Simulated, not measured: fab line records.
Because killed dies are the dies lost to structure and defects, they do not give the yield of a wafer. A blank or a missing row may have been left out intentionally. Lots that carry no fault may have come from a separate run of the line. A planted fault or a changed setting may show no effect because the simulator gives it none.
A struck lot beside a sound one -- flow sky130 -- 15 out of 708 route steps
Sound: the wafers L686.1, L686.4, L686.6. The struck wafers were L684.2, L684.3, L684.4. At the end, the cause is stated.
For every step that has rows: the tool of each side, followed by ch and its chambers, followed by its first start. Under that, the readings that differ: sound wafers -- struck wafers -- difference of the means -- sigmas: that difference in standard deviations of wafers without a fault.
alike: words and numbers the same on both sides, and readings whose means are apart by under 2 such deviations; not compared: readings that were withheld, readings missing a value for some wafer, numbers with overlapping values and no deviation given by the record, and bounds like >300 which may hide the same value.
A row with sigmas, a row that says differs or no value, or rows on one side alone: a step with any of these is where the two part. When numbers do not overlap yet have no deviation, they are printed without sigmas and do not part them. A reading that every wafer of one side lacks parts them only if that side has two wafers or more.

first, 6 steps without rows for these wafers: SKY_GATE_OXIDE_HMDS_04 (prime time 60 s); SKY_GATE_OXIDE_COAT_05 (resist thk 1140 nm); SKY_GATE_OXIDE_SOFTBAKE_06 (time 60 s); SKY_GATE_OXIDE_EXPOSE_07 (exposes mask LVOM, target cd 600 nm); SKY_GATE_OXIDE_PEB_08; SKY_GATE_OXIDE_DEVELOP_09 (develop time 60 s).
SKY_GATE_OXIDE_OVL_MEAS_10:
  sound on overlay-01, day 19 16:34; struck on overlay-02, day 18 23:46
  alike: GATE_OXIDE_OVL
then, 2 steps without rows for these wafers: SKY_GATE_OXIDE_IMPLANT_11; SKY_GATE_OXIDE_WET_ETCH_12 (etches SiO2 in dHF, target depth 16.8 nm, time 336 s).
SKY_GATE_OXIDE_STRIP_13: strips in O2/N2.
  sound on plasma_asher-01 ch 0,1, day 19 16:51; struck on plasma_asher-04 ch 0,1, day 19 00:03
reading,sound,struck,difference,sigmas
strip_time_to_endpoint_s (s),14.09 14.15 14.18,14.26 14.23 14.24,+0.10,+3
  alike: drypump_motor_current_A, n2_flow_sccm, o2_flow_sccm, oes_product_au
  not compared: rf_hours_counter_h
SKY_GATE_OXIDE_TW_MEAS_14:
  sound on film_metro-01, day 19 16:57; struck on film_metro-04, day 19 00:10
  alike: GATE_OXIDE_TW
then, 1 step without rows for these wafers: SKY_GATE_OXIDE_CLEAN_15 (cleans in SC1/SC2, time 150 s).
SKY_GATE_OXIDE_OXIDATION_16: stabilise 600 s, purge 300 s, target thk 3.57 nm.
  sound on furnace-02 ch 0, day 19 23:31; struck on furnace-01 ch 0, day 19 01:23
reading,sound,struck,difference,sigmas
spike_tc_bottom_C (C),820.4 823.7 821.4,808.8 808.5 807.5,-13.6,-11
spike_tc_centre_C (C),800.7 799.9 800.5,788.1 789.8 788.6,-11.5,-12
spike_tc_lower_C (C),800.2 800.3 801.0,791.0 789.7 788.7,-10.7,-9
spike_tc_top_C (C),817.8 818.2 820.9,803.0 804.0 803.0,-15.6,-7
spike_tc_upper_C (C),799.4 801.3 800.7,787.7 785.4 785.5,-14.3,-10
tube_center_temp_C (C),799.93 800.1 800.07,787.96 788.08 788.01,-12.02,-99 or more
tube_center_temp_C_max,801.7 801.9 801.7,790.1 790.2 790.5,-11.5,-35
zone_power_upper_pct (%),14.0 13.9 13.9,12.9 12.8 12.9,-1.1,-3
model.SiO2_of_GATE_OXIDE_OXIDATION_01.thk_nm (nm),11.55 11.64 11.66,11.35 11.35 11.39,-0.25,
  alike: ramp_down_c_per_min, zone_power_lower_pct
then, 1 step without rows for these wafers: SKY_POLY_GATE_CVD_00 (deposits poly-Si, target thk 180 nm, time 720 s).
-- the record jumps here: 30 days lie between the struck wafers' starts before and after (it left off in module POLY_GATE and takes up again in module PAD_OPEN, whose first step shown is number 708 of the route) --
SKY_PAD_OPEN_PROBE_99:
  sound on prober-02, day 49 20:50; struck on prober-02, day 49 11:35
reading,sound,struck,difference,sigmas
model.etest.pfet_01v8.r_on_ohm_um,2800 2858 2827,2748 2747 2753,-79,
  alike: killed_at_M0_to_M3, killed_at_M4_up, killed_at_contacts, killed_at_front_end, killed_at_other, killed_dies, killed_open, killed_short
  not compared: model.etest.nfet_01v8.r_on_ohm_um, model.etest.nfet_01v8_lvt.drive_ua_um, model.etest.nfet_01v8_swapped.drive_ua_um, model.etest.nfet_01v8_turned.drive_ua_um, model.etest.nfet_01v8.drive_ua_um, model.etest.sram_nfet_pass.drive_ua_um, model.etest.nfet_g5v0d10v5.drive_ua_um

## WHERE THEY PART
At SKY_GATE_OXIDE_STRIP_13 first; at SKY_GATE_OXIDE_OXIDATION_16 last (within this record only). Later steps at which nothing parts them and some readings are alike: SKY_PAD_OPEN_PROBE_99.

WHY: whatever the simulator had introduced
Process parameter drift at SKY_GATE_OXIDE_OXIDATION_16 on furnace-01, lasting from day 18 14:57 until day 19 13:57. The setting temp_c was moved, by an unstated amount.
